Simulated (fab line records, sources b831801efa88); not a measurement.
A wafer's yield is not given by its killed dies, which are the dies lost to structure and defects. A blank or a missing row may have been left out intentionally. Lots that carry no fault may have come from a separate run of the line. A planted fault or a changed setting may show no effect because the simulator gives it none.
Check of tool commonality    flow gf180mcu    Lots sampled 15, wafers sampled 54

== REASON IT WAS OPENED ==
Of 15 lots, 3 have the reading NWELL_TW flagged at GF_NWELL_TW_MEAS_11. No-fault wafers: 1580, standard deviation 11.
Rule: a lot is flagged in two cases, either no wafer of it has a number, or all its wafers with numbers fall more than 4 standard deviations from that mean. The rest of the lots are taken to be sound.

lot   measured     on             NWELL_TW, wafer by wafer       flag
L262  day 3 08:20  film_metro-04  1574 1574 1573                 
L265  day 4 02:58  film_metro-01  1574 1578 1578                 
L266  day 4 07:11  film_metro-03  1593 1596 1591                 
L267  day 4 18:04  film_metro-04  1572 1579 1573                 
L268  day 4 19:37  film_metro-03  1589 1597 1585                 
L269  day 4 23:13  film_metro-03  1591 1594 1597                 
L270  day 5 03:49  film_metro-01  1576 1575 1576                 
L272  day 5 16:16  film_metro-01  1495 1498 1499 1503 1486 1487  FLAGGED
L273  day 5 20:28  film_metro-03  1510 1514 1517 1517 1515 1514  FLAGGED
L274  day 6 01:37  film_metro-04  1490 1492 1495 1504 1496 1489  FLAGGED
L279  day 7 04:24  film_metro-01  1575 1570 1573                 
L280  day 7 11:07  film_metro-03  1594 1594 1593                 
L281  day 7 18:16  film_metro-01  1573 1570 1576                 
L282  day 7 20:42  film_metro-01  1573 1562 1569                 
L283  day 8 03:16  film_metro-03  1585 1590 1590                 
The mean of the flagged lots' numbers is 1501, -79 from the usual (-7 standard deviations).

== TOOL THAT RAN EACH LOT ==
The record keeps 1 process step preceding the reading, out of 602 steps on the route. Each cell gives the tool, then ch followed by the chambers the sampled wafers passed through, then the start.
lot   flag     GF_NWELL_IMPLANT_09
L262           implanter-02 ch 0, day 3 08:07
L265           implanter-03 ch 0, day 4 02:44
L266           implanter-01 ch 0, day 4 06:58
L267           implanter-02 ch 0, day 4 17:50
L268           implanter-03 ch 0, day 4 19:23
L269           implanter-03 ch 0, day 4 22:59
L270           implanter-02 ch 0, day 5 03:35
L272  FLAGGED  implanter-01, day 5 16:01
L273  FLAGGED  implanter-03, day 5 20:13
L274  FLAGGED  implanter-03, day 6 01:23
L279           implanter-01 ch 0, day 7 04:09
L280           implanter-03 ch 0, day 7 10:53
L281           implanter-03 ch 0, day 7 18:01
L282           implanter-03 ch 0, day 7 20:27
L283           implanter-03 ch 0, day 8 03:02
These steps, and what they do:
- GF_NWELL_IMPLANT_09
- GF_NWELL_TW_MEAS_11

== FLAGGED OVER TOTAL, TOOL BY TOOL (the gauges that took the reading come last) ==
step                 tool           lots run  flagged  share of the flagged lots  sound lots run after its first flagged lot
GF_NWELL_IMPLANT_09  implanter-01   3         1        some                       1 (L279)
GF_NWELL_IMPLANT_09  implanter-02   3         0        none                       -
GF_NWELL_IMPLANT_09  implanter-03   9         2        some                       4 (L280,L281,L282,L283)
GF_NWELL_TW_MEAS_11  film_metro-01  6         1        some                       3 (L279,L281,L282)
GF_NWELL_TW_MEAS_11  film_metro-03  6         1        some                       2 (L280,L283)
GF_NWELL_TW_MEAS_11  film_metro-04  3         1        some                       0

== THE TABLE: WHAT IT ALLOWS ==
No row of the table ran every flagged lot.

== WHAT THE SIMULATOR HAD INSERTED ==
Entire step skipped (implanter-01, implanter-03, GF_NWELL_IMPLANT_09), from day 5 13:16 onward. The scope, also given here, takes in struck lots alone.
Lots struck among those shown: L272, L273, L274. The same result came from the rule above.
